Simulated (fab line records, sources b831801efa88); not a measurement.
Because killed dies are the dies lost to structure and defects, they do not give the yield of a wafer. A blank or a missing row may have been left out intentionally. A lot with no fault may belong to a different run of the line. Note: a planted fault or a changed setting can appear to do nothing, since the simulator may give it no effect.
What tool caused it? | flow sky130 | 24 lots, 72 wafers sampled, at 4 steps of a route of 708

## WHAT THE GAUGES SHOWED, per wafer
SKY_VIA1_THK_MEAS_01. Usual: VIA1_HDPCVD_THK 1026 nm, standard deviation 11.
lot  | measured     | on           | VIA1_HDPCVD_THK (nm) | flag
L074 | day 32 17:55 | filmMetro-02 | 1019 1007 1029       | 
L075 | day 32 20:20 | filmMetro-02 | 1033 1035 1021       | 
L076 | day 33 08:26 | filmMetro-01 | 1038 1034 1016       | 
L077 | day 33 17:32 | filmMetro-03 | 1018 1016 1007       | 
L078 | day 33 18:50 | filmMetro-01 | 1019 1023 1035       | 
L079 | day 34 19:08 | filmMetro-01 | 1034 1025 1047       | 
L080 | day 35 01:22 | filmMetro-02 | 1023 1025 1031       | 
L082 | day 35 14:31 | filmMetro-01 | 1032 1029 1028       | 
L083 | day 35 20:46 | filmMetro-02 | 1040 1028 1034       | 
L084 | day 36 13:14 | filmMetro-03 | 1044 1053 1035       | 
L081 | day 36 13:44 | filmMetro-02 | 1036 1036 1037       | 
L085 | day 36 14:37 | filmMetro-01 | 1014 1016 1034       | 
L086 | day 37 00:11 | filmMetro-01 | 1034 1047 1041       | 
L087 | day 37 00:29 | filmMetro-02 | 1024 1023 1039       | 
L088 | day 37 10:43 | filmMetro-03 | 1030 1023 1008       | 
L089 | day 37 19:49 | filmMetro-03 | 1022 1018 1014       | 
L090 | day 38 01:33 | filmMetro-02 | 1007 1008 1015       | 
L091 | day 38 06:56 | filmMetro-01 | 1021 1013 1020       | 
L092 | day 38 15:32 | filmMetro-02 | 1025 1035 1029       | 
L093 | day 39 03:13 | filmMetro-01 | 1034 1031 1039       | 
L094 | day 39 07:08 | filmMetro-01 | 1013 1021 1005       | 
L095 | day 39 08:45 | filmMetro-02 | 1030 1031 1025       | 
L096 | day 39 14:24 | filmMetro-02 | 1010 1012 1006       | 
L097 | day 40 02:49 | filmMetro-03 | 1031 1021 1017       | 

SKY_CAPM_THK_MEAS_01. Usual: CAPM_CVD_00_THK 15.46 nm, standard deviation 0.23.
lot  | measured     | on           | CAPM_CVD_00_THK (nm) | flag
L074 | day 36 07:12 | filmMetro-02 | 15.14 15.31 15.18    | 
L075 | day 36 08:45 | filmMetro-02 | 15.65 15.51 15.67    | 
L076 | day 36 19:34 | filmMetro-03 | 15.42 15.58 15.67    | 
L077 | day 37 04:37 | filmMetro-04 | 15.48 15.22 15.50    | 
L078 | day 37 06:32 | filmMetro-04 | 15.15 15.14 15.34    | 
L079 | day 38 05:31 | filmMetro-02 | 15.16 15.37 15.59    | 
L080 | day 38 13:23 | filmMetro-03 | 15.39 15.49 15.56    | 
L082 | day 39 05:14 | filmMetro-02 | 15.12 15.16 15.63    | 
L083 | day 39 07:05 | filmMetro-02 | 15.27 15.58 15.48    | 
L084 | day 39 22:22 | filmMetro-04 | 15.34 14.88 15.47    | 
L081 | day 39 23:13 | filmMetro-03 | 15.33 15.59 15.50    | 
L085 | day 39 23:52 | filmMetro-03 | 15.23 15.37 15.32    | 
L086 | day 40 09:45 | filmMetro-03 | 15.12 15.09 15.38    | 
L087 | day 40 10:05 | filmMetro-02 | 15.98 15.96 15.88    | 
L088 | day 40 19:05 | filmMetro-02 | 15.43 15.49 15.52    | 
L089 | day 41 04:31 | filmMetro-03 | 15.38 15.26 15.49    | 
L090 | day 41 10:47 | filmMetro-02 | 15.00 15.32 15.33    | 
L091 | day 41 12:41 | filmMetro-04 | 15.56 15.51 15.63    | 
L092 | day 41 21:23 | filmMetro-04 | 15.46 15.88 15.48    | 
L093 | day 42 11:13 | filmMetro-03 | 15.70 15.45 15.78    | 
L094 | day 42 12:55 | filmMetro-04 | 15.73 15.62 15.47    | 
L095 | day 42 14:26 | filmMetro-02 | 15.46 15.46 15.89    | 
L096 | day 42 19:04 | filmMetro-03 | 15.11 15.30 15.65    | 
L097 | day 43 07:20 | filmMetro-03 | 15.54 15.33 15.53    | 

## EACH LOT AND THE TOOL THAT RAN IT (in order: tool; ch and the chambers of the sampled wafers; start)
lot  | SKY_METAL1_METAL_ETCH_19         | SKY_VIA2_SPUTTER_20
L074 | rieMetal-01 ch 0,1, day 32 17:04 | pvdSputter-04, day 36 06:20
L075 | rieMetal-04 ch 0,1, day 32 19:32 | pvdSputter-01, day 36 07:53
L076 | rieMetal-01 ch 0,1, day 33 07:38 | pvdSputter-02, day 36 18:43
L077 | rieMetal-04 ch 0,1, day 33 16:44 | pvdSputter-02, day 37 03:46
L078 | rieMetal-01 ch 0,1, day 33 18:02 | pvdSputter-02, day 37 05:41
L079 | rieMetal-02 ch 0,1, day 34 18:20 | pvdSputter-02, day 38 04:31
L080 | rieMetal-01 ch 0,1, day 35 00:34 | pvdSputter-02, day 38 12:31
L082 | rieMetal-02 ch 0,1, day 35 13:42 | pvdSputter-01, day 39 00:29
L083 | rieMetal-04 ch 1, day 35 19:56   | pvdSputter-02, day 39 06:13
L084 | rieMetal-02 ch 1, day 36 11:52   | pvdSputter-04, day 39 21:32
L081 | rieMetal-02 ch 0,1, day 36 12:32 | pvdSputter-01, day 39 22:22
L085 | rieMetal-04 ch 0,1, day 36 13:23 | pvdSputter-02, day 39 22:59
L086 | rieMetal-02 ch 0,1, day 36 23:20 | pvdSputter-01, day 40 08:54
L087 | rieMetal-01 ch 0,1, day 36 23:41 | pvdSputter-04, day 40 09:10
L088 | rieMetal-02 ch 1, day 37 09:50   | pvdSputter-02, day 40 18:14
L089 | rieMetal-01 ch 1, day 37 19:01   | pvdSputter-01, day 41 03:40
L090 | rieMetal-01 ch 0,1, day 38 00:44 | pvdSputter-01, day 41 09:55
L091 | rieMetal-01 ch 0,1, day 38 06:07 | pvdSputter-02, day 41 11:50
L092 | rieMetal-02 ch 0,1, day 38 14:43 | pvdSputter-02, day 41 20:31
L093 | rieMetal-04 ch 0,1, day 39 02:25 | pvdSputter-01, day 42 10:22
L094 | rieMetal-04 ch 0,1, day 39 06:20 | pvdSputter-04, day 42 11:56
L095 | rieMetal-02 ch 0,1, day 39 07:58 | pvdSputter-04, day 42 13:35
L096 | rieMetal-01 ch 0,1, day 39 13:05 | pvdSputter-04, day 42 18:13
L097 | rieMetal-04 ch 0,1, day 40 01:52 | pvdSputter-02, day 43 06:28
- SKY_METAL1_METAL_ETCH_19: etches the open film in Cl2/BCl3, stops on SiO2, target depth 360 nm, time 78 s.
- SKY_VIA2_SPUTTER_20: material TiN, target thk 20 nm, time 80 s.

## AS READ BY THE TOOLS THEMSELVES (means over the sampled wafers that have a number; for cases with no such wafer, the mark the record gives instead)
SKY_METAL1_METAL_ETCH_19. Usual: drypumpMotorCurrentA 5.87 A, standard deviation 0.27; oesProductAu 0.853 a.u., standard deviation 0.0053; throttleValvePct 22.265 %, standard deviation 0.0084.
lot  | tool        | drypumpMotorCurrentA (A) | oesProductAu (a.u.) | throttleValvePct (%) | flag
L074 | rieMetal-01 | 5.94                     | 0.854               | 22.267               | 
L075 | rieMetal-04 | 6.12                     | 0.850               | 22.264               | 
L076 | rieMetal-01 | 5.92                     | 0.850               | 22.270               | 
L077 | rieMetal-04 | 6.04                     | 0.850               | 22.265               | 
L078 | rieMetal-01 | 5.71                     | 0.852               | 22.265               | 
L079 | rieMetal-02 | 5.76                     | 0.853               | 22.264               | 
L080 | rieMetal-01 | 5.94                     | 0.854               | 22.267               | 
L082 | rieMetal-02 | 5.77                     | 0.848               | 22.269               | 
L083 | rieMetal-04 | 6.23                     | 0.850               | 22.259               | 
L084 | rieMetal-02 | 5.85                     | 0.857               | 22.265               | 
L081 | rieMetal-02 | 5.69                     | 0.860               | 22.261               | 
L085 | rieMetal-04 | 6.03                     | 0.850               | 22.254               | 
L086 | rieMetal-02 | 5.78                     | 0.855               | 22.261               | 
L087 | rieMetal-01 | 5.93                     | 0.853               | 22.271               | 
L088 | rieMetal-02 | 5.83                     | 0.855               | 22.277               | 
L089 | rieMetal-01 | 6.17                     | 0.846               | 22.268               | 
L090 | rieMetal-01 | 5.93                     | 0.851               | 22.263               | 
L091 | rieMetal-01 | 5.95                     | 0.860               | 22.258               | 
L092 | rieMetal-02 | 5.69                     | 0.854               | 22.262               | 
L093 | rieMetal-04 | 6.04                     | 0.861               | 22.257               | 
L094 | rieMetal-04 | 6.04                     | 0.860               | 22.274               | 
L095 | rieMetal-02 | 5.68                     | 0.852               | 22.272               | 
L096 | rieMetal-01 | 5.95                     | 0.853               | 22.270               | 
L097 | rieMetal-04 | 6.05                     | 0.849               | 22.265               | 

SKY_VIA2_SPUTTER_20. Usual: throttleValvePct at 30.2 %, with a standard deviation of 0.92.
lot  | tool          | throttleValvePct (%) | flag
L074 | pvdSputter-04 | 30.5                 | 
L075 | pvdSputter-01 | 29.6                 | 
L076 | pvdSputter-02 | 30.6                 | 
L077 | pvdSputter-02 | 30.7                 | 
L078 | pvdSputter-02 | 30.2                 | 
L079 | pvdSputter-02 | 30.8                 | 
L080 | pvdSputter-02 | 31.2                 | 
L082 | pvdSputter-01 | 30.0                 | 
L083 | pvdSputter-02 | 30.5                 | 
L084 | pvdSputter-04 | 30.1                 | 
L081 | pvdSputter-01 | 28.5                 | 
L085 | pvdSputter-02 | 30.2                 | 
L086 | pvdSputter-01 | 30.1                 | 
L087 | pvdSputter-04 | 30.6                 | 
L088 | pvdSputter-02 | 30.7                 | 
L089 | pvdSputter-01 | 29.3                 | 
L090 | pvdSputter-01 | 30.1                 | 
L091 | pvdSputter-02 | 30.3                 | 
L092 | pvdSputter-02 | 30.3                 | 
L093 | pvdSputter-01 | 29.0                 | 
L094 | pvdSputter-04 | 30.0                 | 
L095 | pvdSputter-04 | 30.0                 | 
L096 | pvdSputter-04 | 30.6                 | 
L097 | pvdSputter-02 | 30.6                 | 

## THE ANSWER, worked out from the rows above alone
Rule: a lot counts as off when the mean over its wafers that have a number is more than 3 standard deviations away from the usual mean. Also off: a lot with no number at a reading for which 4 or more lots have one. Where the step has rows for the other lots, those lots are counted as sound. The gauges are gone through in route order, then the tools' own readings, and for those a lot's mean is taken as printed above. The first step at which some lot is off is used, and at that step the reading that is off furthest; a lot without a number counts as furthest.
Across all readings shown, no lot is off: no conclusion can be drawn from this.

## WHAT THE SIMULATOR HAD INSERTED
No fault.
